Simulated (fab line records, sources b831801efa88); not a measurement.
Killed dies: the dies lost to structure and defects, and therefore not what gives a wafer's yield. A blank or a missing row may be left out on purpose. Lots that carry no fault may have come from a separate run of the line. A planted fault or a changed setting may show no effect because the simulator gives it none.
A struck lot beside a sound one | flow sky130 | 14 steps out of a route of 708
Sound: these wafers, L255.2, L255.3, L255.6. The struck wafers were L249.1, L249.3, L249.5. Last of all comes the cause.
Each step with rows lists, per side, the tool, then ch with its chambers, then its first start. Under that, the readings that differ: sound wafers | struck wafers | difference of the means | sigmas: that difference in standard deviations of wafers without a fault.
alike: a reading whose means differ by less than 2 such deviations, as well as words and numbers matching on both sides. not compared: withheld readings; readings where some wafer has no value; bounds like >300 that might hide an equal value; numbers whose values overlap and for which the record gives no deviation.
The two part at a step that has a row with sigmas, a row that says differs or no value, or rows on one side only. Numbers that don't overlap but have no deviation are shown without sigmas and don't part them. Lack of a reading on every wafer of one side parts them only where that side has two or more wafers.

SKY_CONTACT_CVD_00: deposits Si3N4, target thk 75 nm.
  sound on pecvd-04 ch 0, day 37 21:18; struck on pecvd-04 ch 0,1, day 36 03:38
  alike: heater-power-w
SKY_CONTACT_THK_MEAS_01:
  sound: film-metro-01 at day 37 21:22; struck: film-metro-01 at day 36 03:40
  alike: CONTACT_CVD_00_THK
then, 1 step without rows for these wafers: SKY_CONTACT_HDPCVD_02 (deposits SiO2, target thk 565 nm, time 94.2 s).
SKY_CONTACT_THK_MEAS_03:
  sound: film-metro-02 at day 37 21:29; struck: film-metro-04 at day 36 03:48
  alike: CONTACT_HDPCVD_THK
SKY_CONTACT_CMP_04: polishes SiO2.
  sound on cmp-02 ch 1,2,3, day 37 21:32; struck on cmp-01 ch 0,2, day 36 03:52
  alike: edge-zone-pressure-frac, motor-current-A, slurry-flow-ml-min, time-to-endpoint-s
SKY_CONTACT_BOW_MEAS_05:
  sound: film-metro-01 at day 37 21:52; struck: film-metro-04 at day 36 04:10
  alike: CONTACT_BOW
then, 6 steps without rows for these wafers: SKY_CONTACT_DEHYDRATE_06 (time 60 s); SKY_CONTACT_HMDS_07 (prime time 60 s); SKY_CONTACT_COAT_08 (resist thk 60 nm); SKY_CONTACT_COAT_09 (resist thk 450 nm); SKY_CONTACT_SOFTBAKE_10 (time 90 s); SKY_CONTACT_EXPOSE_11 (exposes mask CTM1, target cd 170 nm).
SKY_CONTACT_PEB_12:
  struck on litho-track-04, day 37 05:00; sound on litho-track-01 ch 0, day 38 23:00
  reading         | sound          | struck | difference                    | sigmas
  exhaust-pa (Pa) | 45.2 44.5 44.6 | - - -  | no value on the struck wafers |
  not compared: chill-plate-temp-C
then, 1 step without rows for these wafers: SKY_CONTACT_DEVELOP_13 (develop time 60 s).

== WHERE THEY PART ==
At SKY_CONTACT_PEB_12 and nowhere else, as far as this record goes.

WHY: the cause the simulator had injected
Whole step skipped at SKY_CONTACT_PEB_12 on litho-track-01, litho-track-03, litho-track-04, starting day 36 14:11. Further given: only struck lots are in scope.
